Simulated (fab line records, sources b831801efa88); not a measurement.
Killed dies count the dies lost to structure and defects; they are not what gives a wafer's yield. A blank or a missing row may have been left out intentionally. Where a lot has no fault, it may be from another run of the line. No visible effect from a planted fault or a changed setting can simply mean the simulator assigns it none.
fab line records | flow sky130
record lots=6 | wafers=18 | last-day=49
route steps=708 shown CAP2M@612 METAL4@621 PAD_OPEN@708
lots untouched by any fault: they come from a run of this same line in which no faults occurred
start-h: start of the lot's first displayed wafer, in hours after the record's first day | wait-h: time in hours since the lot's previous step | " as in the row above | L1.1+2: a row that stands for several wafers | - no value, or no start was given | * or withheld: withheld | < > ~ a bound
route shown NAME@n: NAME is a module with steps in the file, n the number in the route of the first one | usual: the fault-free wafers' mean and standard deviation | same: alike in all rows | chamber/n: place in a boat | sites: each site's reading | _std_site: the standard deviation of these | _edge_site: the outer-site mean with the inner-site mean subtracted | radius-mm: for every site, how far away it sits from the centre of the wafer | mask NAME#n: copy n | behind: tool/chamber where the wafer was last shaped | hold: why the lot went on hold/how many hours it stayed there/how the hold came to an end | device: transistor that didn't switch, given as n, p or np | end of line: the route-end tests of the same wafers | step lacking rows: just its recipe | killed: dies that structure and defects cost at the first sort, which is not the same as the wafer's yield | map: shows each die of a wafer: x if killed, . if not, _ if none is there
set.NAME: the setting as run; set.NAME@STEP: as run at that earlier step | model.NAME: the simulator's own value behind a step, which no gauge read
lots seen at some steps along the route; tables by step, rows by wafer
services: when a tool's chamber went out of use (start-h, in hours from the record's first day, below 0 if earlier), for how many hours, and the reason
## steps
# step SKY_CAP2M_EXPOSE_09
# recipe mask-id=CAP2M | na=0.6 | source-shape=conventional | sigma-outer=0.6 | polarization=unpolarized | target-cd-nm=1000 | dose-mj=159
# step SKY_CAP2M_PEB_10
# recipe temp-c=withheld | time-s=* | resist=NOVOLAK
# step SKY_CAP2M_DEVELOP_11
# recipe resist=NOVOLAK | developer=TMAH | develop-time-s=60 | dev-temp-c=23
# step SKY_CAP2M_OVL_MEAS_12
# usual CAP2M_OVL=1.0/1.4
lot.wafer | tool       | chamber | start-h | wait-h | CAP2M_OVL[nm]
L453.1    | overlay-01 | -       | 946.26  | 0.1    | -1.5
L453.4    | "          | -       | "       | "      | 1.3
L453.5    | "          | -       | "       | "      | -0.1
L466.1    | overlay-02 | -       | 1048.56 | 0.1    | 1.5
L466.3    | "          | -       | "       | "      | 1.8
L466.5    | "          | -       | "       | "      | 3.4
L468.1    | overlay-01 | -       | 1066.87 | 0.1    | -1.9
L468.3    | "          | -       | "       | "      | 0.3
L468.4    | "          | -       | "       | "      | -1.7
L469.1    | overlay-01 | -       | 1072.57 | 0.1    | 0.7
L469.5    | "          | -       | "       | "      | 0.2
L469.6    | "          | -       | "       | "      | -0.7
L472.1    | overlay-02 | -       | 1080.61 | 0.1    | 0.8
L472.4    | "          | -       | "       | "      | 2.0
L472.5    | "          | -       | "       | "      | 2.0
L473.4    | overlay-01 | -       | 1086.23 | 0.1    | 0.8
L473.5    | "          | -       | "       | "      | -1.4
L473.6    | "          | -       | "       | "      | 0.1
# step SKY_CAP2M_METAL_ETCH_13
# recipe target-depth-nm=220 | stop-on=SiO2 | chemistry=Cl2/BCl3 | target=TiN | pressure-mtorr=10 | icp-w=900 | bias-w=48.5 | Cl2_flow_sccm=60 | bcl3-flow-sccm=30 | time-s=62.9
# usual drypump-motor-current-A=5.8/0.38 | oes-product-au=0.942/0.0074 | throttle-valve-pct=21.902/0.01
lot.wafer | tool         | chamber | start-h | wait-h | drypump-motor-current-A | oes-product-au | rf-hours-counter-h | throttle-valve-pct
L453.1    | rie-metal-04 | 1       | 946.30  | 0.0    | 5.3                     | 0.938          | 12                 | 21.904
L453.4    | "            | 0       | "       | "      | 5.4                     | 0.941          | -                  | 21.898
L453.5    | "            | 0       | "       | "      | 5.4                     | 0.942          | -                  | 21.897
L466.1    | rie-metal-02 | 1       | 1048.60 | 0.0    | 5.7                     | 0.936          | 17                 | 21.904
L466.3    | "            | 1       | "       | "      | 5.7                     | 0.939          | -                  | 21.914
L466.5    | "            | 0       | "       | "      | 6.3                     | 0.947          | -                  | 21.869
L468.1    | rie-metal-02 | 1       | 1066.90 | 0.0    | 5.7                     | 0.944          | 18                 | 21.899
L468.3    | "            | 0       | "       | "      | 6.3                     | 0.933          | -                  | 21.908
L468.4    | "            | 1       | "       | "      | 5.7                     | 0.936          | -                  | 21.911
L469.1    | rie-metal-04 | 0       | 1072.60 | 0.0    | 5.4                     | 0.931          | 6                  | 21.911
L469.5    | "            | 0       | "       | "      | 5.4                     | 0.949          | -                  | 21.904
L469.6    | "            | 1       | "       | "      | 5.4                     | 0.940          | -                  | 21.910
L472.1    | rie-metal-03 | 1       | 1080.65 | 0.0    | 5.9                     | 0.938          | 23                 | 21.909
L472.4    | "            | 1       | "       | "      | 6.0                     | 0.944          | -                  | 21.897
L472.5    | "            | 0       | "       | "      | 6.3                     | 0.942          | -                  | 21.897
L473.4    | rie-metal-02 | 1       | 1086.28 | 0.0    | 5.7                     | 0.942          | -                  | 21.896
L473.5    | "            | 0       | "       | "      | 6.3                     | 0.938          | -                  | 21.892
L473.6    | "            | 1       | "       | "      | 5.7                     | 0.946          | -                  | 21.889
# step SKY_CAP2M_STRIP_14
# recipe chemistry=O2/N2 | power-w=1400 | pressure-mtorr=1500 | platen-temp-c=withheld | o2-flow-sccm=3000 | n2-flow-sccm=300 | overash-fraction=0.5
# usual drypump-motor-current-A=5.9/0.42 | oes-product-au=0.709/0.0046 | strip-time-to-endpoint-s=12.63/0.049
lot.wafer | tool            | chamber | start-h | wait-h | drypump-motor-current-A | oes-product-au | rf-hours-counter-h | strip-time-to-endpoint-s
L453.1    | plasma-asher-02 | 1       | 946.38  | 0.1    | 6.2                     | 0.706          | 114                | 12.68
L453.4    | "               | 0       | "       | "      | 6.1                     | 0.717          | -                  | 12.68
L453.5    | "               | 1       | "       | "      | 6.3                     | 0.709          | -                  | 12.70
L466.1    | plasma-asher-01 | 0       | 1048.68 | 0.1    | 6.3                     | 0.706          | 61                 | 12.63
L466.3    | "               | 0       | "       | "      | 6.3                     | 0.709          | -                  | 12.56
L466.5    | "               | 0       | "       | "      | 6.3                     | 0.711          | -                  | 12.64
L468.1    | plasma-asher-01 | 1       | 1066.98 | 0.1    | 5.6                     | 0.715          | 63                 | 12.57
L468.3    | "               | 0       | "       | "      | 6.3                     | 0.708          | -                  | 12.60
L468.4    | "               | 1       | "       | "      | 5.6                     | 0.712          | -                  | 12.59
L469.1    | plasma-asher-02 | 1       | 1072.68 | 0.1    | 6.3                     | 0.705          | 1                  | 12.66
L469.5    | "               | 1       | "       | "      | 6.3                     | 0.709          | -                  | 12.67
L469.6    | "               | 0       | "       | "      | 6.1                     | 0.704          | -                  | 12.68
L472.1    | plasma-asher-01 | 0       | 1080.73 | 0.1    | 6.3                     | 0.719          | 65                 | 12.60
L472.4    | "               | 1       | "       | "      | 5.6                     | 0.709          | -                  | 12.63
L472.5    | "               | 0       | "       | "      | 6.3                     | 0.716          | -                  | 12.64
L473.4    | plasma-asher-01 | 0       | 1086.36 | 0.1    | 6.3                     | 0.713          | -                  | 12.68
L473.5    | "               | 1       | "       | "      | 5.6                     | 0.715          | -                  | 12.67
L473.6    | "               | 0       | "       | "      | 6.3                     | 0.717          | -                  | 12.66
# step SKY_CAP2M_STRIP_15
# recipe chemistry=post-etch-residue-remover | time-s=1200 | temp-c=72.5
# step SKY_CAP2M_CLEAN_16
# recipe chemistry=IPA | time-s=180 | temp-c=25
# step SKY_CAP2M_CLEAN_17
# recipe chemistry=O3/DIW | dry=n2-spin
# step SKY_METAL4_DEHYDRATE_05
# recipe temp-c=200 | time-s=60
# step SKY_METAL4_HMDS_06
# recipe prime-time-s=60 | prime-temp-c=120
# step SKY_METAL4_COAT_07
# recipe resist=BARC | temp-c=withheld | time-s=withheld | spin-rpm=3000 | resist-thk-nm=60
# step SKY_METAL4_COAT_08
# recipe resist=KrF-thick | spin-rpm=3000 | resist-thk-nm=1140
# usual chill-plate-temp-C=23.02/0.12
lot.wafer | tool           | chamber | start-h | wait-h | chill-plate-temp-C | model.KrF-thick_of_METAL4_COAT_08.thk-nm
L453.1    | litho-track-03 | 0       | 958     | -      | 23.02              | 1140
L453.4    | "              | 0       | "       | "      | 23.11              | 1143
L453.5    | "              | 0       | "       | "      | 22.87              | 1142
L466.1    | litho-track-04 | 0       | 1059    | -      | 22.92              | 1139
L466.3    | "              | 0       | "       | "      | 22.92              | 1140
L466.5    | "              | 0       | "       | "      | 22.90              | 1140
L468.1    | litho-track-03 | 0       | 1077    | -      | 22.83              | 1138
L468.3    | "              | 0       | "       | "      | 22.95              | 1144
L468.4    | "              | 0       | "       | "      | 22.95              | 1138
L469.1    | litho-track-04 | 0       | 1082    | -      | 22.95              | 1162
L469.5    | "              | 0       | "       | "      | 22.91              | 1164
L469.6    | "              | 0       | "       | "      | 23.10              | 1159
L472.1    | litho-track-02 | 0       | 1091    | -      | 23.09              | 1139
L472.4    | "              | 0       | "       | "      | 23.11              | 1136
L472.5    | "              | 0       | "       | "      | 23.03              | 1136
L473.4    | litho-track-04 | 0       | 1095    | -      | 23.10              | 1167
L473.5    | "              | 0       | "       | "      | 23.08              | 1165
L473.6    | "              | 0       | "       | "      | 22.92              | 1164
# step SKY_METAL4_SOFTBAKE_09
# recipe temp-c=100 | time-s=90 | resist=KrF-thick
# step SKY_METAL4_EXPOSE_10
# recipe mask-id=MM4 | na=0.68 | source-shape=annular | sigma-inner=0.4 | sigma-outer=0.8 | target-cd-nm=300 | dose-mj=28
# step SKY_METAL4_PEB_11
# recipe peb-temp-c=withheld | peb-time-s=withheld | resist=KrF-thick
# step SKY_METAL4_DEVELOP_12
# recipe develop-time-s=60 | resist=KrF-thick | dev-temp-c=21
# step SKY_METAL4_CD_MEAS_13
# recipe target-cd-nm=300
# usual cd-nm=299.8/1.2
lot.wafer | tool      | chamber | start-h | wait-h | cd-nm
L453.1    | cd-sem-02 | -       | 971.43  | -      | 299.2
L453.4    | "         | -       | "       | "      | 299.7
L453.5    | "         | -       | "       | "      | 299.1
L466.1    | cd-sem-01 | -       | 1070.33 | -      | 298.9
L466.3    | "         | -       | "       | "      | 297.3
L466.5    | "         | -       | "       | "      | 298.7
L468.1    | cd-sem-02 | -       | 1088.68 | -      | 300.5
L468.3    | "         | -       | "       | "      | 298.3
L468.4    | "         | -       | "       | "      | 298.2
L469.1    | cd-sem-01 | -       | 1092.92 | -      | 301.6
L469.5    | "         | -       | "       | "      | 303.7
L469.6    | "         | -       | "       | "      | 301.8
L472.1    | cd-sem-01 | -       | 1097.70 | -      | 300.7
L472.4    | "         | -       | "       | "      | 299.2
L472.5    | "         | -       | "       | "      | 299.3
L473.4    | cd-sem-02 | -       | 1102.63 | -      | 299.3
L473.5    | "         | -       | "       | "      | 299.2
L473.6    | "         | -       | "       | "      | 300.0
# step SKY_METAL4_OVL_MEAS_14
# usual METAL4_OVL=0/4.6
lot.wafer | tool       | chamber | start-h | wait-h | METAL4_OVL[nm]
L453.1    | overlay-01 | -       | 971.55  | 0.1    | 3
L453.4    | "          | -       | "       | "      | -7
L453.5    | "          | -       | "       | "      | 8
L466.1    | overlay-02 | -       | 1070.45 | 0.1    | -3
L466.3    | "          | -       | "       | "      | 0
L466.5    | "          | -       | "       | "      | 0
L468.1    | overlay-02 | -       | 1088.80 | 0.1    | 2
L468.3    | "          | -       | "       | "      | 1
L468.4    | "          | -       | "       | "      | 4
L469.1    | overlay-01 | -       | 1093.04 | 0.1    | -5
L469.5    | "          | -       | "       | "      | -2
L469.6    | "          | -       | "       | "      | 2
L472.1    | overlay-01 | -       | 1097.82 | 0.1    | -2
L472.4    | "          | -       | "       | "      | -2
L472.5    | "          | -       | "       | "      | -5
L473.4    | overlay-01 | -       | 1102.70 | 0.1    | 9
L473.5    | "          | -       | "       | "      | 2
L473.6    | "          | -       | "       | "      | 3
# step SKY_METAL4_DESCUM_15
# recipe chemistry=O2 | source-power-w=150 | bias-power-w=0 | pressure-mtorr=10 | temp-c=40 | time-s=8
# usual drypump-motor-current-A=5.9/0.31 | oes-product-au=1.006/0.0083 | temp-c=39.99/0.1
lot.wafer | tool         | chamber | start-h | wait-h | drypump-motor-current-A | oes-product-au | rf-hours-counter-h | temp-c
L453.1    | rie-metal-01 | 1       | 971.59  | 0.0    | 5.5                     | 1.004          | 8                  | 40.05
L453.4    | "            | 0       | "       | "      | 6.0                     | 0.990          | -                  | 40.04
L453.5    | "            | 1       | "       | "      | 5.5                     | 1.008          | -                  | 39.97
L466.1    | rie-metal-02 | 1       | 1070.49 | 0.0    | 5.7                     | 1.009          | 18                 | 39.96
L466.3    | "            | 1       | "       | "      | 5.7                     | 1.006          | -                  | 40.06
L466.5    | "            | 1       | "       | "      | 5.7                     | 1.002          | -                  | 39.95
L468.1    | rie-metal-03 | 0       | 1088.84 | 0.0    | 6.3                     | 1.029          | 15                 | 39.85
L468.3    | "            | 0       | "       | "      | 6.2                     | 1.016          | -                  | 39.81
L468.4    | "            | 1       | "       | "      | 5.9                     | 1.009          | -                  | 40.17
L469.1    | rie-metal-01 | 0       | 1093.07 | 0.0    | 6.0                     | 0.990          | 2                  | 39.85
L469.5    | "            | 0       | "       | "      | 6.0                     | 0.990          | -                  | 39.97
L469.6    | "            | 1       | "       | "      | 5.5                     | 0.991          | -                  | 40.01
L472.1    | rie-metal-02 | 1       | 1097.86 | 0.0    | 5.7                     | 0.992          | 20                 | 39.98
L472.4    | "            | 1       | "       | "      | 5.7                     | 0.991          | -                  | 40.07
L472.5    | "            | 0       | "       | "      | 6.3                     | 1.006          | -                  | 40.00
L473.4    | rie-metal-02 | 1       | 1102.73 | 0.0    | 5.7                     | 0.998          | -                  | 39.75
L473.5    | "            | 1       | "       | "      | 5.7                     | 1.002          | -                  | 39.81
L473.6    | "            | 0       | "       | "      | 6.3                     | 1.019          | -                  | 40.05
# step SKY_METAL4_ETCH_16
# recipe chemistry=N2/H2 | target=BARC | ion-energy-ev=200 | bias-w=100 | pressure-mtorr=30 | n2-flow-sccm=100 | h2-flow-sccm=200 | icp-w=500 | stop-on=SiO2 | time-s=88.2 | target-depth-a=600
# usual drypump-motor-current-A=5.9/0.31 | oes-product-au=0.627/0.0049 | throttle-valve-pct=13.205/0.0095
lot.wafer | tool         | chamber | start-h | wait-h | drypump-motor-current-A | oes-product-au | rf-hours-counter-h | throttle-valve-pct
L453.1    | rie-metal-01 | 1       | 971.62  | 0.0    | 5.5                     | 0.626          | 8                  | 13.210
L453.4    | "            | 0       | "       | "      | 6.0                     | 0.626          | -                  | 13.199
L453.5    | "            | 1       | "       | "      | 5.5                     | 0.626          | -                  | 13.192
L466.1    | rie-metal-02 | 1       | 1070.52 | 0.0    | 5.7                     | 0.622          | 18                 | 13.210
L466.3    | "            | 1       | "       | "      | 5.7                     | 0.615          | -                  | 13.193
L466.5    | "            | 1       | "       | "      | 5.7                     | 0.626          | -                  | 13.194
L468.1    | rie-metal-03 | 0       | 1088.87 | 0.0    | 6.3                     | 0.623          | 15                 | 13.216
L468.3    | "            | 0       | "       | "      | 6.3                     | 0.634          | -                  | 13.212
L468.4    | "            | 1       | "       | "      | 6.0                     | 0.623          | -                  | 13.226
L469.1    | rie-metal-01 | 0       | 1093.10 | 0.0    | 6.0                     | 0.623          | 2                  | 13.210
L469.5    | "            | 0       | "       | "      | 6.0                     | 0.621          | -                  | 13.209
L469.6    | "            | 1       | "       | "      | 5.5                     | 0.634          | -                  | 13.191
L472.1    | rie-metal-02 | 1       | 1097.89 | 0.0    | 5.7                     | 0.627          | 20                 | 13.217
L472.4    | "            | 1       | "       | "      | 5.7                     | 0.631          | -                  | 13.195
L472.5    | "            | 0       | "       | "      | 6.3                     | 0.631          | -                  | 13.192
L473.4    | rie-metal-02 | 1       | 1102.79 | 0.0    | 5.7                     | 0.628          | -                  | 13.210
L473.5    | "            | 1       | "       | "      | 5.7                     | 0.620          | -                  | 13.194
L473.6    | "            | 0       | "       | "      | 6.3                     | 0.628          | -                  | 13.189
# step SKY_METAL4_ETCH_17
# recipe target=SiO2 | stop-on=TiN | chemistry=C4F8/O2/Ar | source-w=1500 | bias-w=1200 | pressure-mtorr=40 | c4f8-flow-sccm=withheld | O2_flow_sccm=6 | Ar_flow_sccm=300 | time-s=3.78 | target-depth-a=150
# usual oes-product-au=0.769/0.0072
lot.wafer | tool        | chamber | start-h | wait-h | oes-product-au | rf-hours-counter-h
L453.1    | rie-diel-04 | 2       | 971.72  | 0.1    | 0.759          | 17
L453.4    | "           | 0       | "       | "      | 0.762          | 11
L453.5    | "           | 0       | "       | "      | 0.765          | -
L466.1    | rie-diel-01 | 0       | 1070.62 | 0.1    | 0.765          | 12
L466.3    | "           | 3       | "       | "      | 0.777          | 21
L466.5    | "           | 2       | "       | "      | 0.766          | -
L468.1    | rie-diel-04 | 0       | 1088.97 | 0.1    | 0.756          | 15
L468.3    | "           | 3       | "       | "      | 0.774          | 8
L468.4    | "           | 1       | "       | "      | 0.771          | 18
L469.1    | rie-diel-04 | 3       | 1093.20 | 0.1    | 0.769          | 8
L469.5    | "           | 2       | "       | "      | 0.768          | -
L469.6    | "           | 1       | "       | "      | 0.773          | -
L472.1    | rie-diel-01 | 1       | 1097.99 | 0.1    | 0.760          | 16
L472.4    | "           | 3       | "       | "      | 0.755          | 22
L472.5    | "           | 1       | "       | "      | 0.776          | -
L473.4    | rie-diel-01 | 0       | 1102.85 | 0.0    | 0.775          | 13
L473.5    | "           | 3       | "       | "      | 0.768          | -
L473.6    | "           | 2       | "       | "      | 0.778          | -
# step SKY_METAL4_METAL_ETCH_18
# recipe target-depth-a=8450 | stop-on=SiO2 | over-etch-frac=0.3 | time-s=183.1 | chemistry=Cl2/BCl3 | resist-sidewall-deg=88 | pressure-mtorr=10 | icp-w=900 | bias-w=48.5 | Cl2_flow_sccm=60 | bcl3-flow-sccm=30
# usual drypump-motor-current-A=5.9/0.32 | oes-product-au=0.865/0.0054 | throttle-valve-pct=22.262/0.008
lot.wafer | tool         | chamber | start-h | wait-h | drypump-motor-current-A | oes-product-au | rf-hours-counter-h | throttle-valve-pct | model.KrF-thick_of_METAL4_COAT_08.thk-nm
L453.1    | rie-metal-02 | 1       | 971.74  | 0.0    | 5.7                     | 0.872          | 12                 | 22.271             | 523.3
L453.4    | "            | 1       | "       | "      | 5.7                     | 0.877          | -                  | 22.264             | 529.8
L453.5    | "            | 0       | "       | "      | 6.3                     | 0.873          | -                  | 22.262             | 519.9
L466.1    | rie-metal-01 | 1       | 1070.64 | 0.0    | 5.5                     | 0.858          | 17                 | 22.258             | 525.3
L466.3    | "            | 1       | "       | "      | 5.5                     | 0.864          | -                  | 22.269             | 522.3
L466.5    | "            | 1       | "       | "      | 5.5                     | 0.861          | -                  | 22.261             | 521.1
L468.1    | rie-metal-01 | 1       | 1088.99 | 0.0    | 5.5                     | 0.860          | 18                 | 22.269             | 508.9
L468.3    | "            | 1       | "       | "      | 5.5                     | 0.855          | -                  | 22.257             | 519
L468.4    | "            | 0       | "       | "      | 6.0                     | 0.862          | -                  | 22.256             | 513
L469.1    | rie-metal-03 | 0       | 1093.22 | 0.0    | 6.3                     | 0.859          | 16                 | 22.266             | 542.7
L469.5    | "            | 1       | "       | "      | 5.9                     | 0.865          | -                  | 22.265             | 551.3
L469.6    | "            | 0       | "       | "      | 6.3                     | 0.867          | -                  | 22.251             | 540.5
L472.1    | rie-metal-01 | 1       | 1098.01 | 0.0    | 5.5                     | 0.857          | 20                 | 22.272             | 518.3
L472.4    | "            | 1       | "       | "      | 5.5                     | 0.866          | -                  | 22.250             | 519.9
L472.5    | "            | 1       | "       | "      | 5.5                     | 0.867          | -                  | 22.259             | 514.8
L473.4    | rie-metal-03 | 1       | 1102.93 | 0.1    | 6.0                     | 0.872          | -                  | 22.268             | 545.4
L473.5    | "            | 0       | "       | "      | 6.3                     | 0.866          | -                  | 22.264             | 533.1
L473.6    | "            | 1       | "       | "      | 5.9                     | 0.865          | -                  | 22.261             | 544.9
# step SKY_METAL4_STRIP_19
# recipe chemistry=O2/N2 | power-w=1400 | pressure-mtorr=1500 | platen-temp-c=withheld | o2-flow-sccm=3000 | n2-flow-sccm=300 | overash-fraction=0.5
# usual drypump-motor-current-A=5.7/0.49 | oes-product-au=0.500/0.0052 | strip-time-to-endpoint-s=6.47/0.051
lot.wafer | tool            | chamber | start-h | wait-h | drypump-motor-current-A | oes-product-au | rf-hours-counter-h | strip-time-to-endpoint-s
L453.1    | plasma-asher-04 | 0       | 971.92  | 0.1    | 5.1                     | 0.499          | 85                 | 6.50
L453.4    | "               | 0       | "       | "      | 5.1                     | 0.509          | -                  | 6.56
L453.5    | "               | 0       | "       | "      | 5.1                     | 0.498          | -                  | 6.46
L466.1    | plasma-asher-04 | 1       | 1070.99 | 0.3    | 5.6                     | 0.511          | 95                 | 6.52
L466.3    | "               | 1       | "       | "      | 5.6                     | 0.515          | -                  | 6.50
L466.5    | "               | 1       | "       | "      | 5.6                     | 0.503          | -                  | 6.47
L468.1    | plasma-asher-02 | 0       | 1089.17 | 0.1    | 6.1                     | 0.505          | 1                  | 6.35
L468.3    | "               | 1       | "       | "      | 6.2                     | 0.501          | -                  | 6.46
L468.4    | "               | 0       | "       | "      | 6.1                     | 0.497          | -                  | 6.38
L469.1    | plasma-asher-04 | 1       | 1093.40 | 0.1    | 5.6                     | 0.510          | 98                 | 6.69
L469.5    | "               | 0       | "       | "      | 5.1                     | 0.507          | -                  | 6.76
L469.6    | "               | 1       | "       | "      | 5.6                     | 0.502          | -                  | 6.67
L472.1    | plasma-asher-04 | 0       | 1098.19 | 0.1    | 5.1                     | 0.502          | 99                 | 6.46
L472.4    | "               | 0       | "       | "      | 5.1                     | 0.500          | -                  | 6.46
L472.5    | "               | 1       | "       | "      | 5.6                     | 0.507          | -                  | 6.41
L473.4    | plasma-asher-03 | 0       | 1103.08 | 0.1    | 5.4                     | 0.505          | -                  | 6.69
L473.5    | "               | 1       | "       | "      | 6.5                     | 0.503          | -                  | 6.59
L473.6    | "               | 0       | "       | "      | 5.4                     | 0.519          | -                  | 6.70
# step SKY_METAL4_STRIP_20
# recipe chemistry=post-etch-residue-remover | time-s=1200 | temp-c=72.5
# step SKY_PAD_OPEN_PROBE_99
# usual defect-limited-yield=82.1/1.8 | killed_at_M0_to_M3=45/6.9 | killed_at_M4_up=3.2/1.8 | killed-at-contacts=25/5.3 | killed-at-front-end=16/4.3 | killed-at-other=0.2/0.52 | killed-dies=88/8.7 | killed-open=48/6.5 | killed-short=40/6 | sort_bin_3_pad_short=0.9/0.4 | sort_bin_5_function=10.8/1.5 | sort_bin_6_memory=6.3/1 | sort-n-pass=404/8.7 | sort-yield-pct=82.1/1.8
# same gross-dies=492 | killed-at-back-side=0 | sort_bin_4_leakage[%]=0 | sort_bin_8_speed[%]=0
lot.wafer | tool      | chamber | start-h | wait-h | defect-limited-yield[%] | killed_at_M0_to_M3 | killed_at_M4_up | killed-at-contacts | killed-at-front-end | killed-at-other | killed-dies | killed-open | killed-short | sort_bin_3_pad_short[%] | sort_bin_5_function[%] | sort_bin_6_memory[%] | sort-n-pass | sort-yield-pct[%]
L466.1    | prober-02 | -       | 1158.10 | 0.1    | 80.7                    | 41                 | 2               | 40                 | 12                  | 0               | 95          | 60          | 35           | 0.6                     | 10.6                   | 8.1                  | 397         | 80.7
L466.3    | prober-02 | -       | 1158.20 | 0.2    | 85.2                    | 36                 | 2               | 20                 | 15                  | 0               | 73          | 36          | 37           | 1.2                     | 7.9                    | 5.7                  | 419         | 85.2
L466.5    | prober-02 | -       | 1158.30 | 0.2    | 82.3                    | 27                 | 7               | 25                 | 28                  | 0               | 87          | 47          | 40           | 0.8                     | 9.3                    | 7.5                  | 405         | 82.3
L469.1    | prober-01 | -       | 1176.54 | 0.1    | 82.1                    | 42                 | 5               | 28                 | 13                  | 0               | 88          | 47          | 40           | 0.2                     | 11.2                   | 6.5                  | 404         | 82.1
L469.5    | prober-01 | -       | 1176.74 | 0.2    | 82.9                    | 50                 | 1               | 20                 | 13                  | 0               | 84          | 42          | 42           | 1.2                     | 10.2                   | 5.7                  | 408         | 82.9
L469.6    | prober-01 | -       | 1176.79 | 0.2    | 82.5                    | 47                 | 2               | 21                 | 16                  | 0               | 86          | 41          | 44           | 1.4                     | 10.8                   | 5.3                  | 406         | 82.5
# killed by level:class
L466.1 CONTACT:geometric-particle:open=15 VIA1:geometric-particle:open=11 CONTACT:geometric-particle:short=8 VIA2:geometric-particle:open=8 VIA3:geometric-particle:short=7 LOCAL_INTERCONNECT:geometric-particle:short=6 LI_CONTACT:geometric-particle:open=5 VIA3:geometric-particle:open=5
L466.3 METAL1:geometric-particle:short=8 LI_CONTACT:geometric-particle:open=7 VIA3:geometric-particle:open=7 POLY_GATE:geometric-particle:short=6 LOCAL_INTERCONNECT:geometric-particle:short=5 VIA2:geometric-particle:open=5 CONTACT:geometric-particle:open=4 VIA1:geometric-particle:short=4
L466.5 FIELD_ISO:geometric-particle:short=8 CONTACT:geometric-particle:open=8 POLY_GATE:geometric-particle:open=8 VIA1:geometric-particle:open=7 POLY_GATE:geometric-particle:short=6 LI_CONTACT:geometric-particle:open=6 METAL4:geometric-particle:short=5 FIELD_ISO:geometric-particle:open=4
L469.1 CONTACT:geometric-particle:open=13 VIA1:geometric-particle:open=11 LOCAL_INTERCONNECT:geometric-particle:short=9 METAL1:geometric-particle:short=7 VIA1:geometric-particle:short=6 VIA2:geometric-particle:open=4 VIA3:geometric-particle:open=4 FIELD_ISO:geometric-particle:short=3
L469.5 VIA1:geometric-particle:open=9 VIA2:geometric-particle:open=9 LOCAL_INTERCONNECT:geometric-particle:short=6 METAL2:geometric-particle:short=5 LI_CONTACT:geometric-particle:open=5 VIA2:geometric-particle:short=5 VIA3:geometric-particle:open=5 METAL1:geometric-particle:short=4
L469.6 VIA1:geometric-particle:open=14 CONTACT:geometric-particle:short=11 VIA2:geometric-particle:short=6 POLY_GATE:geometric-particle:open=5 VIA1:geometric-particle:short=5 VIA2:geometric-particle:open=5 CONTACT:geometric-particle:open=4 METAL1:geometric-particle:short=4
## services
tool            | chamber | start-h | hours | kind
rie-metal-03    | -       | 958.82  | 1.4   | repair
plasma-asher-01 | -       | 960.72  | 0.6   | repair
plasma-asher-02 | -       | 965.61  | 9.3   | repair
plasma-asher-01 | -       | 968.31  | 3.0   | repair
rie-metal-04    | -       | 997.16  | 0.6   | repair
rie-metal-04    | -       | 999.64  | 3.3   | repair
rie-diel-01     | 3       | 1012.52 | 4.3   | repair
rie-metal-03    | -       | 1013.87 | 2.8   | pm
rie-metal-04    | -       | 1014.81 | 4.3   | pm
rie-metal-01    | 0       | 1016.72 | -     | clean
rie-metal-01    | 0       | 1016.72 | 38.0  | scheduled-down
rie-metal-03    | -       | 1017.03 | 0.9   | repair
rie-diel-01     | 1       | 1017.66 | 4.4   | repair
plasma-asher-01 | -       | 1027.92 | 0.9   | repair
rie-diel-01     | 2       | 1032.37 | 8.8   | repair
rie-metal-02    | -       | 1048.91 | 0.2   | repair
rie-diel-01     | -       | 1054.68 | 15.6  | pm
plasma-asher-02 | -       | 1055.31 | 9.0   | pm
rie-metal-03    | 0       | 1056.01 | 1.1   | repair
rie-metal-01    | 0       | 1067.85 | 6.4   | repair
plasma-asher-02 | -       | 1073.01 | 15.6  | pm
rie-diel-04     | 0       | 1075.51 | 7.5   | repair
rie-metal-04    | 1       | 1082.95 | 10.8  | repair
plasma-asher-01 | -       | 1091.74 | 1.8   | repair
## key
first-sign step=SKY_METAL4_STRIP_19 | reading=strip-time-to-endpoint-s | direction=up | sigmas=4.2 | usual=* | struck=* | through=*
effect none on later readings
model-effect step=SKY_METAL4_COAT_08 | value=KrF-thick_of_METAL4_COAT_08.thk-nm | without=1141 | struck=1164
model-effect step=SKY_METAL4_METAL_ETCH_18 | value=KrF-thick_of_METAL4_COAT_08.thk-nm | without=520.9 | struck=543
met-at SKY_METAL4_COAT_08
struck-wafers L469.1,L469.5,L469.6,L473.4,L473.5,L473.6
loop-trim step=SKY_METAL4_EXPOSE_10 | setting=dose | lots=L473
onset-between 1059 1082
also-fits SKY_METAL4_METAL_ETCH_18:rie-metal-03
fault kind=process-parameter-drift | tool=litho-track-04 | chamber=- | onset-h=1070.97 | steps=SKY_METAL4_COAT_08 | channel=resist-thk-nm | offset=22.058 | shape=step | end-h=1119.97 | acts-in=these-recipes-only | stated=1140
# loop-trim: a control loop set the setting to another value than it would have without faults
